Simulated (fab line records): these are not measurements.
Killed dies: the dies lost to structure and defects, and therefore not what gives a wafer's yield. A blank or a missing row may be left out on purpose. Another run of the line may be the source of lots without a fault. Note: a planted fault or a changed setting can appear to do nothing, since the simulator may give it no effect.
fab line records ; flow gf180mcu
[record] lots = 6; wafers = 18; last_day = 34
route steps=602 shown TOP_METAL@571
lots that met no fault: from a run of the same line without faults
start_h: hours from the record's first day to the start of the lot's first wafer shown ; wait_h: time in hours since the lot's previous step ; " unchanged from the row above ; L1.1+2: a single row standing in for several wafers ; - either no value or no given start ; * or withheld: withheld ; < > ~ a bound
route shown NAME@n: names a module that has steps shown in the file, with the first one's number in the route ; usual: the fault-free wafers' mean and standard deviation ; same: alike in all rows ; chamber/n: place in a boat ; sites: each site's reading ; _std_site: how widely they spread, as a standard deviation ; _edge_site: mean of outer sites minus mean of inner sites ; radius_mm: how far each site lies from the wafer's centre ; mask NAME#n: copy n ; behind: tool/chamber where the wafer was last shaped ; hold: why the lot went on hold/how many hours it stayed there/how the hold came to an end ; device: which transistor (n, p or np) failed to switch ; end of line: the same wafers' tests at the end of the route ; a step with no rows: only its recipe ; killed: dies lost to structure and defects at the first sort, not the wafer's yield ; map: a wafer's dies, marking killed ones x, the rest . and places with no die _
set.NAME: the setting that was run; set.NAME@STEP: the one run at that earlier step ; model.NAME: the simulator's own value behind a step, which no gauge read
lots at selected steps of the route; one table per step, one row per wafer
services: from which hour (start_h, from the record's first day; less than 0 if before it) a tool's chamber was out of use, for how many hours, and why
[[steps]]
[step GF_TOP_METAL_SPUTTER_04]
[recipe] material = TiN; target_thk_nm = 25; power_w = 6500; time_s = 20.8; chamber_pressure_pa = 0.4
[usual] cathode_dc_power_W = 6499.9/1.2; throttle_valve_pct = 30.3/0.88
lot.wafer;tool;chamber;start_h;wait_h;cathode_dc_power_W;throttle_valve_pct
L217.4;pvd_sputter-01;-;689.54;0.0;6500.3;29.4
L217.5;pvd_sputter-01;-;689.54;0.0;6499.0;31.3
L217.6;pvd_sputter-01;-;689.54;0.0;6499.7;28.9
L218.2;pvd_sputter-02;-;697.08;0.0;6499.4;30.1
L218.3;pvd_sputter-02;-;697.08;0.0;6498.6;30.8
L218.5;pvd_sputter-02;-;697.08;0.0;6499.6;30.6
L227.1;pvd_sputter-02;-;750.99;0.0;6500.0;29.9
L227.2;pvd_sputter-02;-;750.99;0.0;6499.3;30.2
L227.5;pvd_sputter-02;-;750.99;0.0;6498.2;30.4
L228.1;pvd_sputter-01;-;763.29;0.0;6500.0;30.2
L228.5;pvd_sputter-01;-;763.29;0.0;6502.5;29.5
L228.6;pvd_sputter-01;-;763.29;0.0;6501.0;29.6
L229.1;pvd_sputter-03;-;765.34;0.0;6499.8;30.2
L229.5;pvd_sputter-03;-;765.34;0.0;6500.8;29.9
L229.6;pvd_sputter-03;-;765.34;0.0;6501.8;30.0
L233.3;pvd_sputter-02;-;787.94;0.0;6499.2;30.8
L233.4;pvd_sputter-02;-;787.94;0.0;6499.9;30.1
L233.6;pvd_sputter-02;-;787.94;0.0;6500.1;30.6
[step GF_TOP_METAL_RS_MEAS_05]
[recipe] thk_meas_gauge = four-point-probe; reads = TiN_of_TOP_METAL_SPUTTER_04+Ti_of_TOP_METAL_SPUTTER_03+AlCu_of_TOP_METAL_SPUTTER_02+TiN_of_TOP_METAL_SPUTTER_01+Ti_of_TOP_METAL_SPUTTER_00
[usual] TOP_METAL_ALCU_RS = 0.0325/0.00039
lot.wafer;tool;chamber;start_h;wait_h;TOP_METAL_ALCU_RS[ohm/sq]
L217.4;film_metro-04;-;689.63;0.1;0.0328
L217.5;film_metro-04;-;689.63;0.1;0.0329
L217.6;film_metro-04;-;689.63;0.1;0.0322
L218.2;film_metro-03;-;697.13;0.0;0.0323
L218.3;film_metro-03;-;697.13;0.0;0.0321
L218.5;film_metro-03;-;697.13;0.0;0.0324
L227.1;film_metro-04;-;751.02;0.0;0.0318
L227.2;film_metro-04;-;751.02;0.0;0.0319
L227.5;film_metro-04;-;751.02;0.0;0.0319
L228.1;film_metro-03;-;763.31;0.0;0.0328
L228.5;film_metro-03;-;763.31;0.0;0.0328
L228.6;film_metro-03;-;763.31;0.0;0.0325
L229.1;film_metro-02;-;765.36;0.0;0.0325
L229.5;film_metro-02;-;765.36;0.0;0.0325
L229.6;film_metro-02;-;765.36;0.0;0.0327
L233.3;film_metro-03;-;788.01;0.1;0.0322
L233.4;film_metro-03;-;788.01;0.1;0.0322
L233.6;film_metro-03;-;788.01;0.1;0.0324
[step GF_TOP_METAL_THK_MEAS_06]
[recipe] thk_meas_gauge = xrf; reads = AlCu_of_TOP_METAL_SPUTTER_02
[usual] TOP_METAL_ALCU_THK = 900/13
lot.wafer;tool;chamber;start_h;wait_h;TOP_METAL_ALCU_THK[nm]
L217.4;film_metro-04;-;689.72;0.1;888
L217.5;film_metro-04;-;689.72;0.1;885
L217.6;film_metro-04;-;689.72;0.1;902
L218.2;film_metro-03;-;697.24;0.1;907
L218.3;film_metro-03;-;697.24;0.1;908
L218.5;film_metro-03;-;697.24;0.1;908
L227.1;film_metro-04;-;751.14;0.1;913
L227.2;film_metro-04;-;751.14;0.1;912
L227.5;film_metro-04;-;751.14;0.1;910
L228.1;film_metro-03;-;763.43;0.1;888
L228.5;film_metro-03;-;763.43;0.1;891
L228.6;film_metro-03;-;763.43;0.1;895
L229.1;film_metro-02;-;765.48;0.1;912
L229.5;film_metro-02;-;765.48;0.1;911
L229.6;film_metro-02;-;765.48;0.1;907
L233.3;film_metro-03;-;788.11;0.1;909
L233.4;film_metro-03;-;788.11;0.1;910
L233.6;film_metro-03;-;788.11;0.1;912
[step GF_TOP_METAL_DEHYDRATE_07]
[recipe] temp_c = 200; time_s = 60
[step GF_TOP_METAL_HMDS_08]
[recipe] prime_time_s = 60; prime_temp_c = 120
[step GF_TOP_METAL_COAT_09]
[recipe] resist = NOVOLAK; spin_rpm = 3000; resist_thk_nm = 1500
[step GF_TOP_METAL_SOFTBAKE_10]
[recipe] temp_c = 90; time_s = 60; resist = NOVOLAK
[step GF_TOP_METAL_EXPOSE_11]
[recipe] mask_id = MetalTop; target_cd_nm = 440; na = 0.6; source_shape = conventional; sigma_outer = 0.6; dose_mj = 170
[step GF_TOP_METAL_PEB_12]
[recipe] temp_c = withheld; time_s = *; resist = NOVOLAK
[step GF_TOP_METAL_DEVELOP_13]
[recipe] develop_time_s = 60; dev_temp_c = 23
[step GF_TOP_METAL_CD_MEAS_14]
[recipe] target_cd_nm = 440
[usual] cd_nm = 439.7/2
lot.wafer;tool;chamber;start_h;wait_h;cd_nm
L217.4;cd_sem-02;-;708.42;0.1;440.4
L217.5;cd_sem-02;-;708.42;0.1;438.5
L217.6;cd_sem-02;-;708.42;0.1;440.8
L218.2;cd_sem-01;-;715.35;0.1;443.0
L218.3;cd_sem-01;-;715.35;0.1;442.8
L218.5;cd_sem-01;-;715.35;0.1;443.8
L227.1;cd_sem-02;-;767.44;0.1;439.7
L227.2;cd_sem-02;-;767.44;0.1;439.0
L227.5;cd_sem-02;-;767.44;0.1;439.4
L228.1;cd_sem-01;-;778.59;0.1;438.3
L228.5;cd_sem-01;-;778.59;0.1;439.8
L228.6;cd_sem-01;-;778.59;0.1;440.5
L229.1;cd_sem-01;-;781.07;0.1;440.9
L229.5;cd_sem-01;-;781.07;0.1;437.2
L229.6;cd_sem-01;-;781.07;0.1;438.9
L233.3;cd_sem-01;-;801.46;0.1;439.6
L233.4;cd_sem-01;-;801.46;0.1;441.5
L233.6;cd_sem-01;-;801.46;0.1;440.9
[step GF_TOP_METAL_OVL_MEAS_15]
[usual] TOP_METAL_OVL = -0.9/1.3
lot.wafer;tool;chamber;start_h;wait_h;TOP_METAL_OVL[nm]
L217.4;overlay-01;-;708.50;0.1;0.1
L217.5;overlay-01;-;708.50;0.1;-1.9
L217.6;overlay-01;-;708.50;0.1;0.2
L218.2;overlay-02;-;715.45;0.1;-0.5
L218.3;overlay-02;-;715.45;0.1;-1.7
L218.5;overlay-02;-;715.45;0.1;-2.9
L227.1;overlay-02;-;767.56;0.1;-1.0
L227.2;overlay-02;-;767.56;0.1;-1.3
L227.5;overlay-02;-;767.56;0.1;-3.1
L228.1;overlay-01;-;778.71;0.1;-1.9
L228.5;overlay-01;-;778.71;0.1;0.6
L228.6;overlay-01;-;778.71;0.1;0.6
L229.1;overlay-01;-;781.19;0.1;-2.6
L229.5;overlay-01;-;781.19;0.1;-2.3
L229.6;overlay-01;-;781.19;0.1;-0.3
L233.3;overlay-01;-;801.56;0.1;-2.2
L233.4;overlay-01;-;801.56;0.1;-2.0
L233.6;overlay-01;-;801.56;0.1;-0.5
[step GF_TOP_METAL_METAL_ETCH_16]
[recipe] chemistry = Cl2/BCl3; mask_material = NOVOLAK; target_depth_nm = 1077.5; stop_on = SiO2; pressure_mtorr = 8; icp_w = 800; bias_w = 140; Cl2_flow_sccm = 80; bcl3_flow_sccm = 40; time_s = 179.6
[usual] bcl3_flow_sccm = 40.01/0.13; bias_w = 140.0/0.43; drypump_motor_current_A = 5.4/0.35; oes_product_au = 0.969/0.0062; throttle_valve_pct = 28.253/0.011
lot.wafer;tool;chamber;start_h;wait_h;bcl3_flow_sccm;bias_w;drypump_motor_current_A;oes_product_au;rf_hours_counter_h;throttle_valve_pct;model.NOVOLAK_of_TOP_METAL_COAT_09.thk_nm
L217.4;rie_metal-04;0;708.57;0.1;40.02;139.5;4.9;0.961;-;28.256;1084
L217.5;rie_metal-04;1;708.57;0.1;40.02;140.3;5.2;0.959;-;28.258;1078
L217.6;rie_metal-04;0;708.57;0.1;40.16;139.6;4.9;0.976;-;28.252;1084
L218.2;rie_metal-03;1;715.48;0.0;39.93;139.8;5.1;0.965;8.2;28.251;1075
L218.3;rie_metal-03;0;715.48;0.0;40.05;139.5;5.5;0.972;-;28.257;1071
L218.5;rie_metal-03;1;715.48;0.0;39.91;139.8;5.1;0.967;-;28.255;1073
L227.1;rie_metal-03;0;767.59;0.0;-;-;-;-;-;-;1496
L227.2;rie_metal-03;1;767.59;0.0;-;-;-;-;-;-;1497
L227.5;rie_metal-03;0;767.59;0.0;-;-;-;-;-;-;1494
L228.1;rie_metal-02;0;778.74;0.0;-;-;-;-;-;-;1508
L228.5;rie_metal-02;1;778.74;0.0;-;-;-;-;-;-;1511
L228.6;rie_metal-02;0;778.74;0.0;-;-;-;-;-;-;1507
L229.1;rie_metal-02;0;781.23;0.0;39.91;140.0;5.9;0.970;10.3;28.257;1066
L229.5;rie_metal-02;0;781.23;0.0;39.99;140.2;5.9;0.973;-;28.259;1066
L229.6;rie_metal-02;1;781.23;0.0;40.15;139.6;5.6;0.968;-;28.242;1071
L233.3;rie_metal-04;0;801.70;0.1;40.01;140.1;4.9;0.971;-;28.238;1072
L233.4;rie_metal-04;0;801.70;0.1;40.18;140.1;4.9;0.976;-;28.244;1072
L233.6;rie_metal-04;0;801.70;0.1;40.11;140.0;4.9;0.975;-;28.252;1075
[step GF_TOP_METAL_STRIP_17]
[recipe] chemistry = O2/N2; power_w = 1400; pressure_mtorr = 1500; platen_temp_c = 250; o2_flow_sccm = 3000; n2_flow_sccm = 300; overash_fraction = 0.5
[usual] drypump_motor_current_A = 5.9/0.46; heater_power_w = 329/31; n2_flow_sccm = 300.0/0.78; oes_product_au = 0.710/0.0047; strip_time_to_endpoint_s = 13.46/0.081
lot.wafer;tool;chamber;start_h;wait_h;drypump_motor_current_A;heater_power_w;n2_flow_sccm;oes_product_au;rf_hours_counter_h;strip_time_to_endpoint_s
L217.4;plasma_asher-01;0;708.72;0.1;6.8;352;299.9;0.705;-;13.61
L217.5;plasma_asher-01;0;708.72;0.1;6.9;351;298.7;0.708;-;13.54
L217.6;plasma_asher-01;1;708.72;0.1;5.6;290;300.4;0.710;-;13.60
L218.2;plasma_asher-03;0;715.71;0.2;6.0;314;301.0;0.719;91;13.51
L218.3;plasma_asher-03;0;715.71;0.2;6.0;320;300.5;0.711;-;13.46
L218.5;plasma_asher-03;0;715.71;0.2;6.0;313;301.4;0.710;-;13.51
L227.1;plasma_asher-01;1;767.77;0.1;5.6;293;299.8;0.718;71;18.18
L227.2;plasma_asher-01;0;767.77;0.1;6.8;354;301.2;0.721;71;18.19
L227.5;plasma_asher-01;1;767.77;0.1;5.6;295;298.9;0.708;-;18.16
L228.1;plasma_asher-01;0;778.92;0.1;6.8;354;299.7;0.711;73;18.32
L228.5;plasma_asher-01;1;778.92;0.1;5.6;287;299.0;0.723;-;18.34
L228.6;plasma_asher-01;0;778.92;0.1;6.8;343;299.9;0.719;-;18.29
L229.1;plasma_asher-03;1;781.41;0.1;5.9;294;298.8;0.712;98;13.41
L229.5;plasma_asher-03;0;781.41;0.1;6.0;322;299.4;0.712;-;13.41
L229.6;plasma_asher-03;1;781.41;0.1;5.9;291;299.2;0.708;-;13.46
L233.3;plasma_asher-02;0;801.96;0.2;5.4;369;300.1;0.714;-;13.48
L233.4;plasma_asher-02;1;801.96;0.2;5.8;333;299.3;0.707;-;13.47
L233.6;plasma_asher-02;1;801.96;0.2;5.8;326;300.3;0.710;-;13.51
[step GF_TOP_METAL_STRIP_18]
[recipe] chemistry = post_etch_residue_remover; time_s = 1200; temp_c = 72.5
[[services]]
tool;chamber;start_h;hours;kind
rie_metal-04;0;667.07;-;clean
rie_metal-04;0;667.07;17.4;scheduled_down
rie_metal-04;0;667.07;17.4;vent_cycle
rie_metal-03;-;669.52;1.4;repair
pvd_sputter-03;-;673.34;1.7;repair
plasma_asher-02;-;681.69;3.1;repair
plasma_asher-02;-;687.86;1.9;repair
pvd_sputter-02;0;696.03;-;consumable_replace:kit
pvd_sputter-02;0;696.03;18.0;scheduled_down
pvd_sputter-02;0;696.03;18.0;vent_cycle
plasma_asher-02;-;709.11;14.6;pm
pvd_sputter-01;-;712.47;1.2;repair
pvd_sputter-03;2;741.87;-;consumable_replace:kit
pvd_sputter-03;2;741.87;18.0;scheduled_down
pvd_sputter-03;2;741.87;18.0;vent_cycle
rie_metal-03;-;778.43;28.1;pm
plasma_asher-01;-;784.58;2.4;repair
pvd_sputter-02;3;789.17;-;consumable_replace:kit
pvd_sputter-02;3;789.17;18.0;scheduled_down
pvd_sputter-02;3;789.17;18.0;vent_cycle
rie_metal-04;1;791.41;19.7;repair
pvd_sputter-01;1;800.22;-;consumable_replace:kit
pvd_sputter-01;1;800.22;18.0;scheduled_down
pvd_sputter-01;1;800.22;18.0;vent_cycle
[[key]]
[first_sign] step = GF_TOP_METAL_METAL_ETCH_16; reading = tool_record; direction = missing
[effect] step = GF_TOP_METAL_STRIP_17; reading = strip_time_to_endpoint_s; direction = up; sigmas = 59; usual = *; struck = *
[model_effect] step = GF_TOP_METAL_METAL_ETCH_16; value = NOVOLAK_of_TOP_METAL_COAT_09.thk_nm; without = 1072; struck = 1502
met_at GF_TOP_METAL_METAL_ETCH_16
struck_wafers L227.1,L227.2,L227.5,L228.1,L228.5,L228.6
later_rows_left_out L227.1,L227.2,L227.5,L228.1,L228.5,L228.6
sort_left_out L227.1,L227.2,L227.5,L228.1,L228.5,L228.6
onset_between 715.48 767.59
[fault] kind = skipped_step_whole; tool = rie_metal-02,rie_metal-03; chamber = -; onset_h = 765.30; steps = GF_TOP_METAL_METAL_ETCH_16; scope = struck_lots_only
// sort_left_out: the simulated sort isn't trusted on such a fault, so these wafers' sort isn't shown, and their yield isn't known
// later_rows_left_out: the simulator's readings of these wafers behind a module that went badly wrong aren't trusted and aren't shown, but for the sort
